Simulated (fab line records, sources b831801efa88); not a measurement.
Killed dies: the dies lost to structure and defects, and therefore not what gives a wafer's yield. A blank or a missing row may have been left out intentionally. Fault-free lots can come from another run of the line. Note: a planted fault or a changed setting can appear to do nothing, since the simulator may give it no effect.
fab line records	flow sky130
record lots=13	wafers=39	last_day=50
route steps=708 shown FIELD_ISO@18 VT_ADJUST_LVTN@101 LDD_N@244 LDD_HVN@274
lots untouched by any fault: they come from a run of this same line in which no faults occurred
start_h: hours from the record's first day to the start of the lot's first wafer shown	wait_h: time in hours since the lot's previous step	" as in the row above	L1.1+2: one row covering several wafers at once	- no value, or no start given	* or withheld: withheld	< > ~ a bound
route shown NAME@n: NAME is a module with steps in the file, n the number in the route of the first one	usual: the fault-free wafers' mean and standard deviation	same: alike in all rows	chamber/n: place in a boat	sites: readings site by site	_std_site: standard deviation of those values	_edge_site: mean of outer sites minus mean of inner sites	radius_mm: for every site, how far away it sits from the centre of the wafer	mask NAME#n: copy n	behind: the most recent tool/chamber to have shaped the wafer	hold: the reason the lot was held/the length of the hold in hours/how it ended	device: names the non-switching transistor (n, p or np)	end of line: the same wafers' tests at the end of the route	where a step has no rows: the recipe by itself	killed: dies lost to structure and defects at the first sort, not the wafer's yield	map: dies across one wafer; x = killed, . = not, _ = none there
set.NAME: the run value of the setting; set.NAME@STEP: its run value at that earlier step	model.NAME: the simulator's own value behind a step, which no gauge read
route steps across a sampled set of lots; one table per step, one row per wafer
services: from which hour (start_h, from the record's first day; less than 0 if before it) a tool's chamber was out of use, for how many hours, and why
## steps
# step SKY_FIELD_ISO_ETCH_17
# recipe target_depth_a=3420	mask_material=Si3N4	chemistry=HBr/Cl2/O2	target=Si	taper_deg=5	icp_w=600	bias_w=150	pressure_mtorr=15	HBr_flow_sccm=150	Cl2_flow_sccm=40	O2_flow_sccm=6	time_s=97.7
# usual drypump_motor_current_A=5.6/0.44	oes_product_au=1.000/0.011	throttle_valve_pct=25.656/0.011
lot.wafer	tool	chamber	start_h	wait_h	drypump_motor_current_A	oes_product_au	rf_hours_counter_h	throttle_valve_pct
L958.2	rie_si-02	1	33.51	0.1	5.9	0.980	1	25.669
L958.4	"	3	"	"	5.0	1.002	51	25.646
L958.5	"	0	"	"	5.6	0.992	-	25.664
L959.1	rie_si-02	3	38.93	0.1	5.0	1.008	51	25.661
L959.3	"	2	"	"	5.9	1.003	1	25.664
L959.5	"	2	"	"	5.9	0.998	-	25.649
L960.2	rie_si-01	0	45.01	0.1	5.6	1.013	3	25.660
L960.4	"	2	"	"	6.6	1.002	4	25.654
L960.5	"	3	"	"	5.4	0.992	-	25.663
L963.2	rie_si-02	0	61.21	0.1	5.6	1.002	90	25.660
L963.4	"	2	"	"	5.9	1.006	2	25.639
L963.6	"	1	"	"	5.9	0.990	-	25.678
L964.2	rie_si-02	2	65.82	0.1	5.9	1.007	2	25.653
L964.4	"	3	"	"	5.0	1.000	51	25.656
L964.5	"	1	"	"	5.9	0.987	-	25.658
L966.1	rie_si-01	2	78.42	0.1	6.6	1.007	4	25.653
L966.5	"	1	"	"	5.2	1.018	-	25.650
L966.6	"	0	"	"	5.6	1.014	-	25.657
L967.3	rie_si-02	3	81.12	0.0	5.0	0.991	51	25.657
L967.5	"	1	"	"	5.9	0.976	-	25.663
L967.6	"	2	"	"	5.9	1.023	-	25.640
L968.1	rie_si-02	2	85.58	0.1	5.9	0.997	2	25.655
L968.3	"	1	"	"	5.9	0.979	2	25.668
L968.4	"	0	"	"	5.6	0.988	90	25.648
L969.2	rie_si-01	0	91.92	0.1	5.6	1.005	4	25.662
L969.3	"	3	"	"	5.5	0.988	0	25.655
L969.4	"	1	"	"	5.2	1.000	85	25.662
L970.2	rie_si-01	3	101.58	0.1	5.5	0.988	0	25.659
L970.5	"	2	"	"	6.5	1.015	-	25.654
L970.6	"	3	"	"	5.5	0.983	-	25.659
L975.1	rie_si-01	2	127.32	0.1	6.5	1.003	5	25.662
L975.3	"	1	"	"	5.2	1.012	85	25.660
L975.5	"	1	"	"	5.2	1.006	-	25.633
L977.1	rie_si-01	1	134.07	0.1	5.2	1.005	85	25.657
L977.3	"	0	"	"	5.6	0.994	4	25.660
L977.4	"	2	"	"	6.5	1.000	5	25.637
L980.3	rie_si-02	1	149.14	0.0	5.9	0.985	2	25.657
L980.5	"	2	"	"	5.9	1.005	-	25.646
L980.6	"	3	"	"	5.0	1.000	-	25.646
# step SKY_VT_ADJUST_LVTN_EXPOSE_04
# recipe mask_id=NWM_COMPLEMENT_LESS_NATIVE	na=0.6	source_shape=conventional	sigma_outer=0.6	polarization=unpolarized	target_cd_nm=840	dose_mj=195.4
# usual stage_vel_mm_s=500.02/0.22
# same na=0.6
lot.wafer	tool	chamber	start_h	wait_h	mask	stage_vel_mm_s
L958.2	iline_stepper-01	0	135.40	-	NWM_COMPLEMENT_LESS_NATIVE#0	500.23
L958.4	"	0	"	"	NWM_COMPLEMENT_LESS_NATIVE#0	500.27
L958.5	"	0	"	"	NWM_COMPLEMENT_LESS_NATIVE#0	500.32
L959.1	iline_stepper-02	0	145.68	-	NWM_COMPLEMENT_LESS_NATIVE#0	499.93
L959.3	"	0	"	"	NWM_COMPLEMENT_LESS_NATIVE#0	499.51
L959.5	"	0	"	"	NWM_COMPLEMENT_LESS_NATIVE#0	499.92
L960.2	iline_stepper-02	0	148.31	-	NWM_COMPLEMENT_LESS_NATIVE#0	499.73
L960.4	"	0	"	"	NWM_COMPLEMENT_LESS_NATIVE#0	499.79
L960.5	"	0	"	"	NWM_COMPLEMENT_LESS_NATIVE#0	500.09
L963.2	iline_stepper-01	0	169.95	-	NWM_COMPLEMENT_LESS_NATIVE#0	500.19
L963.4	"	0	"	"	NWM_COMPLEMENT_LESS_NATIVE#0	499.77
L963.6	"	0	"	"	NWM_COMPLEMENT_LESS_NATIVE#0	500.13
L964.2	iline_stepper-02	0	178.10	-	NWM_COMPLEMENT_LESS_NATIVE#0	499.98
L964.4	"	0	"	"	NWM_COMPLEMENT_LESS_NATIVE#0	500.01
L964.5	"	0	"	"	NWM_COMPLEMENT_LESS_NATIVE#0	499.92
L967.3	iline_stepper-01	0	203.22	-	NWM_COMPLEMENT_LESS_NATIVE#0	499.89
L967.5	"	0	"	"	NWM_COMPLEMENT_LESS_NATIVE#0	500.15
L967.6	"	0	"	"	NWM_COMPLEMENT_LESS_NATIVE#0	499.88
L968.1	iline_stepper-02	0	204.43	-	NWM_COMPLEMENT_LESS_NATIVE#0	499.90
L968.3	"	0	"	"	NWM_COMPLEMENT_LESS_NATIVE#0	499.92
L968.4	"	0	"	"	NWM_COMPLEMENT_LESS_NATIVE#0	499.65
L966.1	iline_stepper-01	0	205.56	-	NWM_COMPLEMENT_LESS_NATIVE#0	500.01
L966.5	"	0	"	"	NWM_COMPLEMENT_LESS_NATIVE#0	500.03
L966.6	"	0	"	"	NWM_COMPLEMENT_LESS_NATIVE#0	500.16
L969.2	iline_stepper-02	0	213.68	-	NWM_COMPLEMENT_LESS_NATIVE#0	500.20
L969.3	"	0	"	"	NWM_COMPLEMENT_LESS_NATIVE#0	500.13
L969.4	"	0	"	"	NWM_COMPLEMENT_LESS_NATIVE#0	500.41
L970.2	iline_stepper-01	0	223.38	-	HVTPM#0	499.76
L970.5	"	0	"	"	HVTPM#0	499.94
L970.6	"	0	"	"	HVTPM#0	500.26
L975.1	iline_stepper-01	0	248.74	-	NWM_COMPLEMENT_LESS_NATIVE#0	499.87
L975.3	"	0	"	"	NWM_COMPLEMENT_LESS_NATIVE#0	500.27
L975.5	"	0	"	"	NWM_COMPLEMENT_LESS_NATIVE#0	500.11
L977.1	iline_stepper-01	0	258.31	-	NWM_COMPLEMENT_LESS_NATIVE#0	500.51
L977.3	"	0	"	"	NWM_COMPLEMENT_LESS_NATIVE#0	499.90
L977.4	"	0	"	"	NWM_COMPLEMENT_LESS_NATIVE#0	499.94
L980.3	iline_stepper-01	0	285.32	-	NWM_COMPLEMENT_LESS_NATIVE#0	499.93
L980.5	"	0	"	"	NWM_COMPLEMENT_LESS_NATIVE#0	500.18
L980.6	"	0	"	"	NWM_COMPLEMENT_LESS_NATIVE#0	500.26
# step SKY_VT_ADJUST_LVTN_OVL_MEAS_07
# usual VT_ADJUST_LVTN_OVL=0.0/1.6
lot.wafer	tool	chamber	start_h	wait_h	VT_ADJUST_LVTN_OVL[nm]
L958.2	overlay-01	-	144.61	-	1.0
L958.4	"	-	"	"	2.2
L958.5	"	-	"	"	3.1
L959.1	overlay-02	-	155.65	-	-0.2
L959.3	"	-	"	"	0.7
L959.5	"	-	"	"	0.8
L960.2	overlay-02	-	158.19	-	1.9
L960.4	"	-	"	"	0.3
L960.5	"	-	"	"	2.5
L963.2	overlay-01	-	178.99	-	0.7
L963.4	"	-	"	"	-0.4
L963.6	"	-	"	"	1.1
L964.2	overlay-02	-	188.41	-	-1.1
L964.4	"	-	"	"	0.4
L964.5	"	-	"	"	0.1
L967.3	overlay-01	-	213.75	-	-0.6
L967.5	"	-	"	"	0.3
L967.6	"	-	"	"	0.9
L968.1	overlay-02	-	214.70	-	1.4
L968.3	"	-	"	"	1.2
L968.4	"	-	"	"	1.8
L966.1	overlay-01	-	215.64	-	1.7
L966.5	"	-	"	"	2.0
L966.6	"	-	"	"	1.7
L969.2	overlay-01	-	224.36	-	-0.5
L969.3	"	-	"	"	0.2
L969.4	"	-	"	"	0.4
L970.2	overlay-01	-	233.89	-	-
L970.5	"	-	"	"	-
L970.6	"	-	"	"	-
L975.1	overlay-02	-	260.30	-	-1.6
L975.3	"	-	"	"	-1.4
L975.5	"	-	"	"	-1.3
L977.1	overlay-01	-	270.05	-	1.7
L977.3	"	-	"	"	1.0
L977.4	"	-	"	"	0.7
L980.3	overlay-02	-	297.84	-	0.0
L980.5	"	-	"	"	-0.5
L980.6	"	-	"	"	-0.2
# step SKY_VT_ADJUST_LVTN_TW_MEAS_10
# usual VT_ADJUST_LVTN_TW=239.1/2.6
lot.wafer	tool	chamber	start_h	wait_h	VT_ADJUST_LVTN_TW
L958.2	film_metro-01	-	144.90	0.1	240.6
L958.4	"	-	"	"	240.9
L958.5	"	-	"	"	240.2
L959.1	film_metro-01	-	155.94	0.1	240.6
L959.3	"	-	"	"	240.5
L959.5	"	-	"	"	241.2
L960.2	film_metro-02	-	158.48	0.1	239.3
L960.4	"	-	"	"	239.6
L960.5	"	-	"	"	241.5
L963.2	film_metro-01	-	179.28	0.1	242.1
L963.4	"	-	"	"	242.7
L963.6	"	-	"	"	240.5
L964.2	film_metro-04	-	188.70	0.1	239.2
L964.4	"	-	"	"	238.3
L964.5	"	-	"	"	238.8
L967.3	film_metro-01	-	214.04	0.1	240.8
L967.5	"	-	"	"	241.6
L967.6	"	-	"	"	241.8
L968.1	film_metro-01	-	214.99	0.1	241.8
L968.3	"	-	"	"	242.5
L968.4	"	-	"	"	241.3
L966.1	film_metro-01	-	215.92	0.1	241.8
L966.5	"	-	"	"	242.2
L966.6	"	-	"	"	241.5
L969.2	film_metro-02	-	224.65	0.1	241.1
L969.3	"	-	"	"	240.6
L969.4	"	-	"	"	241.3
L970.2	film_metro-01	-	234.18	0.1	30.0
L970.5	"	-	"	"	30.0
L970.6	"	-	"	"	29.9
L975.1	film_metro-01	-	260.59	0.1	240.3
L975.3	"	-	"	"	241.5
L975.5	"	-	"	"	239.4
L977.1	film_metro-04	-	270.34	0.1	234.8
L977.3	"	-	"	"	233.4
L977.4	"	-	"	"	233.0
L980.3	film_metro-04	-	298.14	0.1	235.8
L980.5	"	-	"	"	236.7
L980.6	"	-	"	"	235.5
# step SKY_LDD_N_OVL_MEAS_07
# usual LDD_N_OVL=-0.3/1.3
lot.wafer	tool	chamber	start_h	wait_h	LDD_N_OVL[nm]
L958.2	overlay-01	-	410.91	0.1	-1.3
L958.4	"	-	"	"	-0.9
L958.5	"	-	"	"	-2.5
L959.1	overlay-02	-	414.34	0.1	-0.9
L959.3	"	-	"	"	-1.2
L959.5	"	-	"	"	-2.6
L960.2	overlay-02	-	422.64	0.1	1.3
L960.4	"	-	"	"	1.4
L960.5	"	-	"	"	0.2
L963.2	overlay-01	-	458.89	0.1	1.3
L963.4	"	-	"	"	0.1
L963.6	"	-	"	"	0.1
L964.2	overlay-02	-	469.76	0.1	0.9
L964.4	"	-	"	"	0.6
L964.5	"	-	"	"	0.2
L968.1	overlay-02	-	504.34	0.1	0.8
L968.3	"	-	"	"	-0.6
L968.4	"	-	"	"	-0.4
L967.3	overlay-02	-	506.32	0.1	-1.6
L967.5	"	-	"	"	1.4
L967.6	"	-	"	"	-2.6
L966.1	overlay-02	-	507.41	0.1	-2.1
L966.5	"	-	"	"	-1.6
L966.6	"	-	"	"	-1.7
L969.2	overlay-01	-	514.54	0.1	-0.4
L969.3	"	-	"	"	-0.2
L969.4	"	-	"	"	-0.7
L970.2	overlay-01	-	528.14	0.1	-0.5
L970.5	"	-	"	"	-0.6
L970.6	"	-	"	"	1.0
L975.1	overlay-02	-	562.44	0.1	-0.7
L975.3	"	-	"	"	-0.9
L975.5	"	-	"	"	-0.1
L977.1	overlay-02	-	571.13	0.1	-1.6
L977.3	"	-	"	"	-0.6
L977.4	"	-	"	"	-1.3
L980.3	overlay-02	-	599.92	0.1	0.7
L980.5	"	-	"	"	1.4
L980.6	"	-	"	"	0.6
# step SKY_LDD_HVN_OVL_MEAS_07
# usual LDD_HVN_OVL=-0.9/1.4
lot.wafer	tool	chamber	start_h	wait_h	LDD_HVN_OVL[nm]
L958.2	overlay-02	-	472.09	0.1	-2.8
L958.4	"	-	"	"	-2.0
L958.5	"	-	"	"	-1.6
L959.1	overlay-02	-	474.90	0.1	-0.4
L959.3	"	-	"	"	-0.4
L959.5	"	-	"	"	-0.3
L960.2	overlay-01	-	484.99	0.1	0.4
L960.4	"	-	"	"	0.4
L960.5	"	-	"	"	0.5
L963.2	overlay-02	-	520.14	0.1	1.2
L963.4	"	-	"	"	2.0
L963.6	"	-	"	"	2.3
L964.2	overlay-02	-	532.34	0.1	-1.7
L964.4	"	-	"	"	-1.8
L964.5	"	-	"	"	-0.4
L968.1	overlay-01	-	565.49	0.1	-2.0
L968.3	"	-	"	"	-1.2
L968.4	"	-	"	"	-1.2
L967.3	overlay-02	-	567.17	0.1	-0.1
L967.5	"	-	"	"	1.6
L967.6	"	-	"	"	-0.5
L966.1	overlay-01	-	568.50	0.1	-2.5
L966.5	"	-	"	"	-2.0
L966.6	"	-	"	"	-3.4
L969.2	overlay-02	-	576.21	0.1	-0.6
L969.3	"	-	"	"	-1.7
L969.4	"	-	"	"	-1.6
L970.2	overlay-01	-	588.71	0.1	-3.5
L970.5	"	-	"	"	-3.7
L970.6	"	-	"	"	-3.1
L975.1	overlay-01	-	622.09	0.1	-1.3
L975.3	"	-	"	"	-1.9
L975.5	"	-	"	"	-3.1
L977.1	overlay-02	-	630.96	0.1	-1.6
L977.3	"	-	"	"	-2.0
L977.4	"	-	"	"	-2.1
L980.3	overlay-02	-	658.85	0.1	-1.2
L980.5	"	-	"	"	-1.9
L980.6	"	-	"	"	-1.0
## services
tool	chamber	start_h	hours	kind
iline_stepper-02	-	51.15	1.7	pm
iline_stepper-01	-	52.35	12.8	repair
rie_si-01	3	71.54	-	clean
rie_si-01	3	71.54	18.8	scheduled_down
rie_si-01	3	71.54	18.8	vent_cycle
iline_stepper-01	-	95.73	1.3	repair
iline_stepper-01	-	133.33	1.7	pm
rie_si-01	-	171.18	0.9	repair
rie_si-02	2	198.23	1.9	repair
rie_si-01	-	204.36	2.8	pm
iline_stepper-02	-	269.33	1.7	pm
## key
first_sign step=SKY_VT_ADJUST_LVTN_EXPOSE_04	reading=mask	direction=changed
effect step=SKY_VT_ADJUST_LVTN_OVL_MEAS_07	reading=VT_ADJUST_LVTN_OVL	direction=missing
effect step=SKY_VT_ADJUST_LVTN_TW_MEAS_10	reading=VT_ADJUST_LVTN_TW	direction=down	sigmas=80	usual=239.1	struck=29.9
met_at SKY_VT_ADJUST_LVTN_EXPOSE_04
struck_lots L970
sort_left_out L970.2,L970.5,L970.6
tester_left_out L970
not_acting_at SKY_FIELD_ISO_ETCH_17,SKY_LDD_N_OVL_MEAS_07,SKY_LDD_HVN_OVL_MEAS_07
onset_between 205.56 223.38
fault kind=wrong_mask	tool=any	chamber=-	onset_h=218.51	steps=SKY_VT_ADJUST_LVTN_EXPOSE_04	aux_copy=HVTPM#0	scope=struck_lots_only
# tester_left_out: of these lots the tester's yield and bins aren't shown, on N5 and GAA mostly nor the transistor test; their killed dies are dies lost to structure and defects alone, not to doping, threshold or leakage, so they don't give the yield
# sort_left_out: the simulated sort isn't trusted on such a fault, so these wafers' sort isn't shown, and their yield isn't known
